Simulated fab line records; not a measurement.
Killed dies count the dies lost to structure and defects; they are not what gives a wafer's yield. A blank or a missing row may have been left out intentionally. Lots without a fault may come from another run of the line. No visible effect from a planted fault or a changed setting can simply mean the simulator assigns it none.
Which tool was responsible? -- flow sky130 -- Sampling: 10 lots, 30 wafers, 6 of 708 route steps

WHAT EACH GAUGE READ, for each wafer
SKY_VT_ADJUST_HVTP_CD_MEAS_07: target cd 380 nm.
lot,measured,on,cd-nm (nm)
L705,day 6 00:02,cd-sem-02,380.2 378.0 381.4
L710,day 7 08:20,cd-sem-02,383.0 382.8 379.9
L711,day 7 13:54,cd-sem-02,380.0 379.4 382.8
L712,day 7 18:20,cd-sem-02,382.1 381.0 382.2
L713,day 7 23:21,cd-sem-02,375.8 378.6 374.9
L715,day 8 15:07,cd-sem-02,382.7 384.0 386.1
L716,day 8 16:25,cd-sem-01,384.0 384.3 383.3
L719,day 9 12:28,cd-sem-01,381.9 381.5 379.5
L725,day 11 03:49,cd-sem-02,378.9 379.3 377.8
L728,day 11 17:35,cd-sem-01,381.2 377.7 381.6

SKY_VT_ADJUST_NCORE_OVL_MEAS_08.
lot,measured,on,VT_ADJUST_NCORE_OVL (nm)
L705,day 8 10:10,overlay-02,2.3 0.0 0.4
L710,day 9 19:35,overlay-02,-0.3 -1.8 -1.3
L711,day 10 01:03,overlay-01,2.0 0.4 2.2
L712,day 10 06:56,overlay-02,0.8 -1.3 0.5
L713,day 10 11:26,overlay-02,0.2 -0.4 -1.4
L715,day 11 07:11,overlay-02,-0.5 -0.6 -2.0
L716,day 11 07:50,overlay-02,-1.3 -2.3 -2.4
L719,day 12 06:32,overlay-01,0.9 2.1 0.2
L725,day 14 02:53,overlay-02,0.0 0.5 -0.1
L728,day 14 17:50,overlay-02,-1.3 -0.4 0.0

SKY_CAPM_RS_MEAS_03: a four-point-probe measurement.
lot,measured,on,CAPM_TIN_RS (ohm/sq)
L705,day 35 23:38,film-metro-02,6.93 6.94 7.00
L710,day 37 11:50,film-metro-01,6.99 6.97 6.99
L711,day 37 16:04,film-metro-01,7.02 6.97 6.88
L712,day 38 04:11,film-metro-04,6.87 6.87 6.81
L713,day 38 05:55,film-metro-01,6.92 6.96 7.06
L715,day 39 02:11,film-metro-02,6.90 7.00 6.93
L716,day 39 06:44,film-metro-01,6.94 6.94 6.97
L719,day 40 00:25,film-metro-04,8.43 7.02 8.69
L725,day 42 05:03,film-metro-01,6.89 6.93 6.99
L728,day 42 20:39,film-metro-02,6.90 6.97 6.94

SKY_CAPM_THK_MEAS_04: measures by xrf.
lot,measured,on,CAPM_TIN_THK (nm)
L705,day 35 23:44,film-metro-02,201.5 199.9 198.1
L710,day 37 11:57,film-metro-01,200.5 201.2 199.5
L711,day 37 16:11,film-metro-01,199.6 201.0 202.3
L712,day 38 04:18,film-metro-04,204.0 203.0 206.0
L713,day 38 06:01,film-metro-01,202.1 200.0 198.8
L715,day 39 02:17,film-metro-02,201.7 197.3 201.1
L716,day 39 06:52,film-metro-01,202.4 202.0 201.2
L719,day 40 00:32,film-metro-04,166.2 199.0 161.6
L725,day 42 05:10,film-metro-01,203.0 201.5 201.0
L728,day 42 20:46,film-metro-02,202.1 199.6 201.2

WHICH TOOL RAN EACH LOT (tool, then ch and the chambers of the sampled wafers, then the start)
lot,SKY_VT_ADJUST_NCORE_STRIP_10,SKY_CAPM_SPUTTER_02
L705,"plasma-asher-04 ch 0,1, day 8 10:22","pvd-sputter-02, day 35 23:29"
L710,"plasma-asher-04 ch 0,1, day 9 19:47","pvd-sputter-01, day 37 11:43"
L711,"plasma-asher-01 ch 0,1, day 10 01:14","pvd-sputter-03, day 37 15:57"
L712,"plasma-asher-01 ch 0,1, day 10 07:07","pvd-sputter-02, day 38 04:04"
L713,"plasma-asher-01 ch 0,1, day 10 11:37","pvd-sputter-02, day 38 05:47"
L715,"plasma-asher-04 ch 0,1, day 11 07:22","pvd-sputter-03, day 39 02:03"
L716,"plasma-asher-01 ch 0,1, day 11 08:01","pvd-sputter-01, day 39 06:38"
L719,"plasma-asher-04 ch 0,1, day 12 06:44","pvd-sputter-02, day 40 00:18"
L725,"plasma-asher-02 ch 0,1, day 14 03:04","pvd-sputter-01, day 42 04:55"
L728,"plasma-asher-04 ch 0,1, day 14 18:01","pvd-sputter-03, day 42 20:31"
- SKY_VT_ADJUST_NCORE_STRIP_10: strips in O2/N2.
- SKY_CAPM_SPUTTER_02: material TiN, target thk 200 nm, time 166.7 s.

WHAT THE TOOLS THEMSELVES READ (means of the sampled wafers that have a number; where no wafer has one, the mark that the record gives instead)
SKY_VT_ADJUST_NCORE_STRIP_10.
lot,tool,drypump-motor-current-A (A),oes-product-au (a.u.),strip-time-to-endpoint-s (s)
L705,plasma-asher-04,5.5,0.714,14.19
L710,plasma-asher-04,5.8,0.711,14.20
L711,plasma-asher-01,5.5,0.713,14.18
L712,plasma-asher-01,5.9,0.717,14.19
L713,plasma-asher-01,5.5,0.715,14.21
L715,plasma-asher-04,5.8,0.718,14.14
L716,plasma-asher-01,5.9,0.713,14.21
L719,plasma-asher-04,5.8,0.715,14.14
L725,plasma-asher-02,5.7,0.715,14.20
L728,plasma-asher-04,5.8,0.711,14.22

SKY_CAPM_SPUTTER_02.
lot,tool,throttle-valve-pct (%)
L705,pvd-sputter-02,27.8
L710,pvd-sputter-01,28.8
L711,pvd-sputter-03,30.2
L712,pvd-sputter-02,28.7
L713,pvd-sputter-02,28.5
L715,pvd-sputter-03,29.5
L716,pvd-sputter-01,29.8
L719,pvd-sputter-02,30.5
L725,pvd-sputter-01,28.7
L728,pvd-sputter-03,29.3

THE ANSWER, worked out from the rows above alone
Rule: the lots themselves supply what counts as usual. The widest of any qualifying gaps counts: lots, ordered by their means at a reading, are off when they make up no more than a third of the lots, leave a main group of 4 or more, and stand apart from it by 3 or more times the standard deviation of that group's means. If all means in a main group match to the digits the tables above print for the reading, that group is not used. Also off: a lot with no number at a reading for which 4 or more lots have one. Where the step has rows for the other lots, those lots are counted as sound. First the gauges in route order, then the tools' own readings, where a lot's mean is used as printed above. The first step at which some lot is off is used, and at that step the reading that is off furthest; a lot without a number counts as furthest.
Off: L719, seen at SKY_CAPM_RS_MEAS_03 (CAPM_TIN_RS). Main group: mean 6.94 ohm/sq, sd 0.037.
If a tool, at a process step before that reading, ran all the lots that are off and no sound lot after the first of them, it fits. Not tried: the gauges at SKY_CAPM_RS_MEAS_03; whatever is off there is also off at SKY_VT_ADJUST_NCORE_STRIP_10, on other tools, and gauge error can't account for it. One fits: SKY_CAPM_SPUTTER_02 on pvd-sputter-02. A fault onset in the window from L713 (day 38 05:47, its last sound lot) to L719 (day 40 00:18, its first lot off) fits.

WHAT WAS PUT IN BY THE SIMULATOR
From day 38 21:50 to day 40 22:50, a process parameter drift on pvd-sputter-02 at SKY_CAPM_SPUTTER_02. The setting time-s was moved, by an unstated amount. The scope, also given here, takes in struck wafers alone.
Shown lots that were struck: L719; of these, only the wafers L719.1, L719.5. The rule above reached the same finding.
